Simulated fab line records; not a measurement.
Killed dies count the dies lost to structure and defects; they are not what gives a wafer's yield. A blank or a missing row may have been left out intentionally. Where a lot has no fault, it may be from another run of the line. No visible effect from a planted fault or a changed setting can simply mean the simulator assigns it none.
Problem report, 8D (eight disciplines) form, completed by code    flow gf180mcu    the parts of the form that need people (team, actions taken, sign-off) are left out

1. THE PROBLEM
rf-fwd-power-W at GF_PASSIVATION_ETCH_11 reads a mean of 668.9 W on 6 wafers of 2 lots; wafers without a fault read 798.8 W with a standard deviation of 2.5. Measured from the usual mean, that is -52 standard deviations.
The step: etches the open film in CF4/O2, stops on TiN, target depth 2040 nm, time 453.3 s.
Seen first at day 33 14:08 on rie-diel-01, wafer L184.3. The record holds 42 wafers of 14 lots with a number at this step. Rule for "out", or "out of limits": more than 4 standard deviations from the usual mean. All remaining wafers that have a number are taken as sound.

2. WHAT THIS IS AND IS NOT
question                     is                              is not
which readings at this step  rf-fwd-power-W, oes-product-au  drypump-motor-current-A
which lots                   L184, L187                      L167, L170, L171, L173, L174, L175, L176, L178, L179, L180, L182, L190
which wafers of those lots   all that have a number          -
read on which tools          rie-diel-01                     rie-diel-03, rie-diel-04
when                         from day 33 14:08               up to then (33 sound wafers); but 3 sound wafers of L190 came after

3. WHAT RULES OUT EACH SUSPECT
Counting: a tool at a process step up to the reading stays a suspect if it ran every lot that is out and no sound lot after the first of them.
- rie-diel-01 at GF_PASSIVATION_ETCH_11 (etches the open film in CF4/O2, stops on TiN, target depth 2040 nm, time 453.3 s): kept. All lots that are out passed through it, beginning with L184 at day 33 14:08, and no sound lot followed; its final sound lot before that point was L176 at day 31 13:09. Its own oes-product-au, rf-fwd-power-W readings are out on those wafers.
Left after counting: rie-diel-01 at GF_PASSIVATION_ETCH_11.

4. THE CAUSE (what the simulator had put in)
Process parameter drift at GF_PASSIVATION_ETCH_11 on rie-diel-01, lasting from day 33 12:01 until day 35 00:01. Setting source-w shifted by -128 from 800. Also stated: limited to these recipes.
Only this tool survived the counting.

5. THE CHAIN OF EFFECTS, in route order
Each row: a reading where the mean over the struck wafers with a number is more than 3 standard deviations away from the usual. Readings are gone through only where the record gives a usual standard deviation; hours: the median, over the lots, of the time from a lot's start at the first step in this table giving one to that lot's start at this step; sigmas: the change measured in usual standard deviations.
hours  step                     reading                   usual       on struck wafers  change  sigmas
0      GF_PASSIVATION_ETCH_11   oes-product-au            0.991 a.u.  0.918             -0.073  -12
0      GF_PASSIVATION_ETCH_11   rf-fwd-power-W            798.8 W     668.9             -129.9  -52
0      GF_PASSIVATION_STRIP_12  strip-time-to-endpoint-s  32.01 s     34.10             +2.09   +7.7
It contains these process steps:
- GF_PASSIVATION_ETCH_11: etches the open film in CF4/O2, stops on TiN, target depth 2040 nm, time 453.3 s.
- GF_PASSIVATION_STRIP_12: strips in O2/N2.

6. HOW IT WOULD HAVE BEEN CAUGHT EARLIER
In this record no reading fell out of limits until day 33 14:08, 2 hours after the fault had begun at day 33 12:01.
